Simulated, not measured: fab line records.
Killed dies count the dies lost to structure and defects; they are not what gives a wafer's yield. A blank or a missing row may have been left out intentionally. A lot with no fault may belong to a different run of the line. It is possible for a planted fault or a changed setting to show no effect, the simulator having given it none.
8D (eight disciplines) problem report, filled in by code | flow gf180mcu | the parts of the form that need people (team, actions taken, sign-off) are left out

== 1. THE ISSUE ==
Mean of beam_energy_keV at GF_NWELL_IMPLANT_09: 145.52 across 6 wafers in 2 lots; on wafers with no fault it is 159.99 (standard deviation 0.046). That is -99 or more standard deviations from the usual mean.
The first sign was on wafer L409.4 at day 6 08:27, on implanter-01. Wafers with a number at this step in the record: 41, from 14 lots. Rule for "out" (also "out of limits"): further than 4 standard deviations from the usual mean. The rest of the wafers with a number are treated as sound.

== 2. WHAT IT IS AND WHAT IT IS NOT ==
question                    | is                     | is not
which readings at this step | beam_energy_keV        | -
which lots                  | L409, L410             | L396, L398, L400, L401, L402, L403, L406, L407, L408, L414, L418, L419
which wafers of those lots  | all that have a number | -
read on which tools         | implanter-01           | implanter-03, implanter-04
when                        | from day 6 08:27       | up to then (27 sound wafers); but 8 sound wafers of L414, L418, L419 came after

== 3. WHAT RULES OUT EACH SUSPECT ==
Counting: any tool at a process step up to the reading is kept as a suspect provided that every lot that is out went through it and no sound lot did after the first of them.
- implanter-01 at GF_NWELL_IMPLANT_09: kept. Every lot that is out went through it, starting with L409 (day 6 08:27), and after that it ran no sound lot; the last sound lot it ran before then is L408 (day 6 03:31). Its own beam_energy_keV readings are out on those wafers.
After counting, what remains is implanter-01 at GF_NWELL_IMPLANT_09.

== 4. THE CAUSE (what the simulator had put in) ==
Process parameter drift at GF_NWELL_IMPLANT_09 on implanter-01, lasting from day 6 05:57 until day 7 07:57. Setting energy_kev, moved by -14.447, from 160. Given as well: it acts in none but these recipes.
After counting, this tool was the only one left.

== 5. THE CHAIN OF EFFECTS, in route order ==
Each row: a reading whose mean over the struck wafers that have a number lies more than 3 standard deviations from the usual. Only readings for which the record gives a usual standard deviation are gone through. hours: the time from each lot's start at the first step in this table that gives one to its start at this step, as a median over the lots. sigmas: the change in usual standard deviations.
hours | step                | reading         | usual  | on struck wafers | change | sigmas
0     | GF_NWELL_IMPLANT_09 | beam_energy_keV | 159.99 | 145.52           | -14.47 | -99 or more
Here are the process steps it includes:
- GF_NWELL_IMPLANT_09
Later measuring or inspecting steps at which every struck wafer that the step has a row for has a number for every such reading, and none has moved that far: GF_MVPSD_OVL_MEAS_07.

== 6. WHAT WOULD HAVE CAUGHT IT SOONER ==
In this record the first reading out of limits was taken at day 6 08:27, 2 hours after the fault began at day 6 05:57.
